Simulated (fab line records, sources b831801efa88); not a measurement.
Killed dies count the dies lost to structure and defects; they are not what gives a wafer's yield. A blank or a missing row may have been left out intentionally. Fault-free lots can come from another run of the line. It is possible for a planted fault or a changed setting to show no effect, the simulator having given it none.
The tool behind it: which one? / flow gf180mcu / 72 wafers from 24 lots sampled at 3 of the route's 602 steps

## WHAT THE GAUGES READ, wafer by wafer
GF_CONTACT_BOW_MEAS_05. Usual: CONTACT_BOW 65 um, standard deviation 7.8.
lot=L074; measured=day 15 04:02; on=film metro-04; CONTACT_BOW (um)=42 64 53; flag=
lot=L075; measured=day 15 08:07; on=film metro-04; CONTACT_BOW (um)=61 69 59; flag=
lot=L076; measured=day 15 18:04; on=film metro-04; CONTACT_BOW (um)=60 68 62; flag=
lot=L077; measured=day 16 02:01; on=film metro-01; CONTACT_BOW (um)=60 71 69; flag=
lot=L078; measured=day 16 13:01; on=film metro-03; CONTACT_BOW (um)=62 61 83; flag=
lot=L079; measured=day 17 04:09; on=film metro-01; CONTACT_BOW (um)=79 62 77; flag=
lot=L080; measured=day 17 10:40; on=film metro-04; CONTACT_BOW (um)=65 73 68; flag=
lot=L081; measured=day 17 21:58; on=film metro-03; CONTACT_BOW (um)=52 71 67; flag=
lot=L082; measured=day 18 03:17; on=film metro-04; CONTACT_BOW (um)=55 59 62; flag=
lot=L083; measured=day 18 09:32; on=film metro-01; CONTACT_BOW (um)=75 52 66; flag=
lot=L084; measured=day 19 00:46; on=film metro-03; CONTACT_BOW (um)=59 68 65; flag=
lot=L085; measured=day 19 17:19; on=film metro-03; CONTACT_BOW (um)=69 70 81; flag=
lot=L086; measured=day 20 05:41; on=film metro-03; CONTACT_BOW (um)=65 86 64; flag=
lot=L087; measured=day 20 09:19; on=film metro-03; CONTACT_BOW (um)=51 61 56; flag=
lot=L088; measured=day 20 13:53; on=film metro-03; CONTACT_BOW (um)=74 59 63; flag=
lot=L089; measured=day 21 00:22; on=film metro-04; CONTACT_BOW (um)=62 66 66; flag=
lot=L090; measured=day 21 04:24; on=film metro-04; CONTACT_BOW (um)=57 56 79; flag=
lot=L091; measured=day 21 16:40; on=film metro-04; CONTACT_BOW (um)=77 65 64; flag=
lot=L092; measured=day 21 20:55; on=film metro-04; CONTACT_BOW (um)=59 47 63; flag=
lot=L093; measured=day 21 21:50; on=film metro-01; CONTACT_BOW (um)=59 66 60; flag=
lot=L094; measured=day 22 06:29; on=film metro-04; CONTACT_BOW (um)=68 73 66; flag=
lot=L095; measured=day 22 11:41; on=film metro-01; CONTACT_BOW (um)=74 83 71; flag=
lot=L096; measured=day 22 22:12; on=film metro-04; CONTACT_BOW (um)=68 63 78; flag=
lot=L097; measured=day 23 03:46; on=film metro-03; CONTACT_BOW (um)=57 56 62; flag=

GF_M1_RS_MEAS_05: uses a four-point probe to measure. Usual: M1_ALCU_RS 0.0694 ohm/sq, standard deviation 0.00065.
lot=L074; measured=day 16 03:31; on=film metro-02; M1_ALCU_RS (ohm/sq)=0.0698 0.0693 0.0702; flag=
lot=L075; measured=day 16 07:11; on=film metro-02; M1_ALCU_RS (ohm/sq)=0.0695 0.0701 0.0688; flag=
lot=L076; measured=day 16 17:55; on=film metro-01; M1_ALCU_RS (ohm/sq)=0.0688 0.0689 0.0693; flag=
lot=L077; measured=day 17 00:57; on=film metro-04; M1_ALCU_RS (ohm/sq)=0.0699 0.0693 0.0694; flag=
lot=L078; measured=day 17 13:22; on=film metro-02; M1_ALCU_RS (ohm/sq)=0.0697 0.0682 0.0683; flag=
lot=L079; measured=day 18 04:58; on=film metro-04; M1_ALCU_RS (ohm/sq)=0.0693 0.0688 0.0692; flag=
lot=L080; measured=day 18 11:49; on=film metro-01; M1_ALCU_RS (ohm/sq)=0.0697 0.0698 0.0703; flag=
lot=L081; measured=day 18 23:47; on=film metro-04; M1_ALCU_RS (ohm/sq)=0.0692 0.0694 0.0694; flag=
lot=L082; measured=day 19 04:34; on=film metro-02; M1_ALCU_RS (ohm/sq)=0.0681 0.0691 0.0681; flag=
lot=L083; measured=day 19 11:37; on=film metro-02; M1_ALCU_RS (ohm/sq)=0.0692 0.0682 0.0692; flag=
lot=L084; measured=day 20 02:19; on=film metro-01; M1_ALCU_RS (ohm/sq)=0.0703 0.0711 0.0706; flag=
lot=L085; measured=day 20 18:46; on=film metro-02; M1_ALCU_RS (ohm/sq)=0.0694 0.0678 0.0681; flag=
lot=L086; measured=day 21 07:26; on=film metro-02; M1_ALCU_RS (ohm/sq)=0.0697 0.0695 0.0691; flag=
lot=L087; measured=day 21 11:12; on=film metro-01; M1_ALCU_RS (ohm/sq)=0.0699 0.0691 0.0701; flag=
lot=L088; measured=day 21 14:50; on=film metro-01; M1_ALCU_RS (ohm/sq)=0.0693 0.0692 0.0696; flag=
lot=L089; measured=day 22 01:15; on=film metro-02; M1_ALCU_RS (ohm/sq)=0.0698 0.0700 0.0703; flag=
lot=L090; measured=day 22 05:22; on=film metro-04; M1_ALCU_RS (ohm/sq)=0.0691 0.0690 0.0691; flag=
lot=L091; measured=day 22 17:08; on=film metro-02; M1_ALCU_RS (ohm/sq)=0.0694 0.0691 0.0697; flag=
lot=L092; measured=day 22 21:48; on=film metro-01; M1_ALCU_RS (ohm/sq)=0.0689 0.0691 0.0688; flag=
lot=L093; measured=day 22 22:15; on=film metro-01; M1_ALCU_RS (ohm/sq)=0.0692 0.0699 0.0690; flag=
lot=L094; measured=day 23 07:41; on=film metro-04; M1_ALCU_RS (ohm/sq)=0.0701 0.0694 0.0688; flag=
lot=L095; measured=day 23 11:56; on=film metro-01; M1_ALCU_RS (ohm/sq)=0.0688 0.0690 0.0700; flag=
lot=L096; measured=day 23 22:28; on=film metro-04; M1_ALCU_RS (ohm/sq)=0.0700 0.0701 0.0700; flag=
lot=L097; measured=day 24 04:08; on=film metro-02; M1_ALCU_RS (ohm/sq)=0.0695 0.0690 0.0694; flag=

## EACH LOT AND THE TOOL THAT RAN IT (in order: tool; ch and the chambers of the sampled wafers; start)
lot=L074; GF_VT_IMPLANT_RTA_45=rtp anneal-01 ch 0, day 7 13:20
lot=L075; GF_VT_IMPLANT_RTA_45=rtp anneal-02 ch 0, day 7 15:45
lot=L076; GF_VT_IMPLANT_RTA_45=rtp anneal-02 ch 0, day 8 00:39
lot=L077; GF_VT_IMPLANT_RTA_45=rtp anneal-01 ch 0, day 8 07:26
lot=L078; GF_VT_IMPLANT_RTA_45=rtp anneal-01 ch 0, day 8 14:49
lot=L079; GF_VT_IMPLANT_RTA_45=rtp anneal-01 ch 0, day 8 21:55
lot=L080; GF_VT_IMPLANT_RTA_45=rtp anneal-02 ch 0, day 9 03:27
lot=L081; GF_VT_IMPLANT_RTA_45=rtp anneal-01 ch 0, day 9 16:25
lot=L082; GF_VT_IMPLANT_RTA_45=rtp anneal-02 ch 0, day 9 17:16
lot=L083; GF_VT_IMPLANT_RTA_45=rtp anneal-02 ch 0, day 10 00:26
lot=L084; GF_VT_IMPLANT_RTA_45=rtp anneal-01 ch 0, day 10 12:02
lot=L085; GF_VT_IMPLANT_RTA_45=rtp anneal-02 ch 0, day 10 23:35
lot=L086; GF_VT_IMPLANT_RTA_45=rtp anneal-01 ch 0, day 11 11:11
lot=L087; GF_VT_IMPLANT_RTA_45=rtp anneal-02 ch 0, day 11 11:25
lot=L088; GF_VT_IMPLANT_RTA_45=rtp anneal-01 ch 0, day 11 17:19
lot=L089; GF_VT_IMPLANT_RTA_45=rtp anneal-02 ch 0, day 12 00:00
lot=L090; GF_VT_IMPLANT_RTA_45=rtp anneal-02 ch 0, day 12 05:11
lot=L091; GF_VT_IMPLANT_RTA_45=rtp anneal-02 ch 0, day 12 16:47
lot=L092; GF_VT_IMPLANT_RTA_45=rtp anneal-01 ch 0, day 12 20:02
lot=L093; GF_VT_IMPLANT_RTA_45=rtp anneal-02 ch 0, day 12 20:44
lot=L094; GF_VT_IMPLANT_RTA_45=rtp anneal-02 ch 0, day 13 03:50
lot=L095; GF_VT_IMPLANT_RTA_45=rtp anneal-01 ch 0, day 13 07:43
lot=L096; GF_VT_IMPLANT_RTA_45=rtp anneal-02 ch 0, day 13 15:52
lot=L097; GF_VT_IMPLANT_RTA_45=rtp anneal-02 ch 0, day 13 23:49
- GF_VT_IMPLANT_RTA_45: time 30 s.

## AS READ BY THE TOOLS THEMSELVES (means over the sampled wafers that have a number; for cases with no such wafer, the mark the record gives instead)
GF_VT_IMPLANT_RTA_45. Usual: lamp power pct 33.6 %, standard deviation 1.6; wafer_temp_C_max 1054.7, standard deviation 1.7.
lot=L074; tool=rtp anneal-01; lamp power pct (%)=35.5; wafer_temp_C_max=1056.5; flag=
lot=L075; tool=rtp anneal-02; lamp power pct (%)=32.2; wafer_temp_C_max=1053.2; flag=
lot=L076; tool=rtp anneal-02; lamp power pct (%)=32.2; wafer_temp_C_max=1053.4; flag=
lot=L077; tool=rtp anneal-01; lamp power pct (%)=35.4; wafer_temp_C_max=1056.7; flag=
lot=L078; tool=rtp anneal-01; lamp power pct (%)=35.5; wafer_temp_C_max=1056.0; flag=
lot=L079; tool=rtp anneal-01; lamp power pct (%)=35.4; wafer_temp_C_max=1057.0; flag=
lot=L080; tool=rtp anneal-02; lamp power pct (%)=32.2; wafer_temp_C_max=1052.6; flag=
lot=L081; tool=rtp anneal-01; lamp power pct (%)=35.5; wafer_temp_C_max=1056.1; flag=
lot=L082; tool=rtp anneal-02; lamp power pct (%)=32.2; wafer_temp_C_max=1052.8; flag=
lot=L083; tool=rtp anneal-02; lamp power pct (%)=32.2; wafer_temp_C_max=1053.6; flag=
lot=L084; tool=rtp anneal-01; lamp power pct (%)=35.5; wafer_temp_C_max=1056.3; flag=
lot=L085; tool=rtp anneal-02; lamp power pct (%)=32.2; wafer_temp_C_max=1053.6; flag=
lot=L086; tool=rtp anneal-01; lamp power pct (%)=35.5; wafer_temp_C_max=1056.2; flag=
lot=L087; tool=rtp anneal-02; lamp power pct (%)=32.2; wafer_temp_C_max=1053.7; flag=
lot=L088; tool=rtp anneal-01; lamp power pct (%)=35.5; wafer_temp_C_max=1057.3; flag=
lot=L089; tool=rtp anneal-02; lamp power pct (%)=32.2; wafer_temp_C_max=1052.9; flag=
lot=L090; tool=rtp anneal-02; lamp power pct (%)=32.3; wafer_temp_C_max=1053.7; flag=
lot=L091; tool=rtp anneal-02; lamp power pct (%)=32.2; wafer_temp_C_max=1053.4; flag=
lot=L092; tool=rtp anneal-01; lamp power pct (%)=35.4; wafer_temp_C_max=1055.6; flag=
lot=L093; tool=rtp anneal-02; lamp power pct (%)=32.2; wafer_temp_C_max=1054.1; flag=
lot=L094; tool=rtp anneal-02; lamp power pct (%)=32.2; wafer_temp_C_max=1054.5; flag=
lot=L095; tool=rtp anneal-01; lamp power pct (%)=35.5; wafer_temp_C_max=1056.5; flag=
lot=L096; tool=rtp anneal-02; lamp power pct (%)=32.2; wafer_temp_C_max=1053.1; flag=
lot=L097; tool=rtp anneal-02; lamp power pct (%)=32.2; wafer_temp_C_max=1054.1; flag=

## THE ANSWER, worked out from the rows above alone
Rule: take the mean of a lot's wafers that have a number; if it is more than 3 standard deviations from the usual mean, the lot is off. A lot without any number at a reading at which 4 lots or more have one is off too. Where the step has rows for the other lots, those lots are counted as sound. Order of review: gauges by route order, followed by the tools' own readings, for which a lot's mean as printed above is used. At the first step where some lot is off, the reading lying furthest off is the one used; lots without a number count as furthest.
Nothing can be told from this: no lot is off at any reading shown.

## WHAT HAD BEEN PUT IN BY THE SIMULATOR
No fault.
